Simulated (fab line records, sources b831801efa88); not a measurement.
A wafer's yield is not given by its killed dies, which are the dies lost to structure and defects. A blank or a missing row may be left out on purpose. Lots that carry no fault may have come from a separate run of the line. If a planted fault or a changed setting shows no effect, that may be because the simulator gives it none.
A single fault, viewed from 2 desks    flow gf180mcu    what lay behind the numbers comes last; until then each desk has only its own

## DESK OF THE TOOL OWNER: implanter-01
The tool's own readings at GF_VT_IMPLANT_IMPLANT_19, given as means over the sampled wafers that have a number, one for each lot that went through this tool. Marked OUT: a lot whose mean sits more than 4 standard deviations from the usual mean, which makes it out of limits; the brackets give that distance.
Columns: A = beamEnergyKeV at GF_VT_IMPLANT_IMPLANT_19, usual 100.00
lot   first seen here  A
L592  day 6 05:32      99.98
L593  day 6 11:44      99.99
L595  day 7 05:07      99.97
L599  day 8 03:37      100.00
L604  day 9 13:13      100.04
L608  day 10 13:29     113.69 (+99 or more) OUT
L609  day 10 18:49     113.70 (+99 or more) OUT
This desk's verdict: out of limits on L608, L609, starting with L608 at day 10 13:29 (beamEnergyKeV at GF_VT_IMPLANT_IMPLANT_19). Within limits: L592, L593, L595, L599, L604.

## METROLOGY DESK
What the gauges read, lot by lot, whatever tool the lot ran on: means of the sampled wafers that have a number. Marked OUT: a lot whose mean sits more than 4 standard deviations from the usual mean, which makes it out of limits; the brackets give that distance.
Columns: A = MVSD_OVL at GF_MVSD_OVL_MEAS_07, usual -0.5 nm; B = MVSD_TW at GF_MVSD_TW_MEAS_11, usual 1605; C = VT_IMPLANT_2_TW at GF_VT_IMPLANT_TW_MEAS_21, usual 1231
lot   first seen here  A     B     C
L592  day 4 09:26      -1.4  1618  1241
L593  day 4 16:35      -1.6  1623  1237
L595  day 5 08:22      0.3   1614  1239
L596  day 5 12:11      -1.0  1619  1222
L599  day 6 04:27      -2.3  1609  1228
L600  day 6 08:05      0.7   1604  1226
L601  day 6 14:30      -1.2  1598  1227
L603  day 7 02:25      -1.2  1603  1234
L604  day 7 10:25      -0.4  1595  1240
L607  day 8 01:01      1.0   1619  1242
L608  day 8 09:12      0.7   1593  1279 (+6.4) OUT
L609  day 8 12:28      -0.7  1611  1277 (+6.1) OUT
L611  day 9 00:09      -0.8  1607  1220
L613  day 9 14:28      -0.7  1605  1223
This desk finds L608, L609 out of limits, with the earliest case on L608 at day 10 13:43 (VT_IMPLANT_2_TW at GF_VT_IMPLANT_TW_MEAS_21). Within limits: L592, L593, L595, L596, L599, L600, L601, L603, L604, L607, L611, L613.

## ALL TOGETHER
An alarm could have come from the tool owner's desk at day 10 13:29, on L608, L609.
On L608, L609, the metrology desk was in a position to raise an alarm at day 10 13:43.
On implanter-01, each named lot ran GF_VT_IMPLANT_IMPLANT_19.

## WHAT HAD BEEN PUT IN BY THE SIMULATOR
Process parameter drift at GF_VT_IMPLANT_IMPLANT_19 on implanter-01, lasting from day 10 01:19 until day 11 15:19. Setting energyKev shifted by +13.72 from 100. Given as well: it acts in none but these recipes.
Shown lots that were struck: L608, L609.
Time in hours from fault onset to the first out-of-limits reading at each desk: tool owner's desk 12, metrology desk 12.
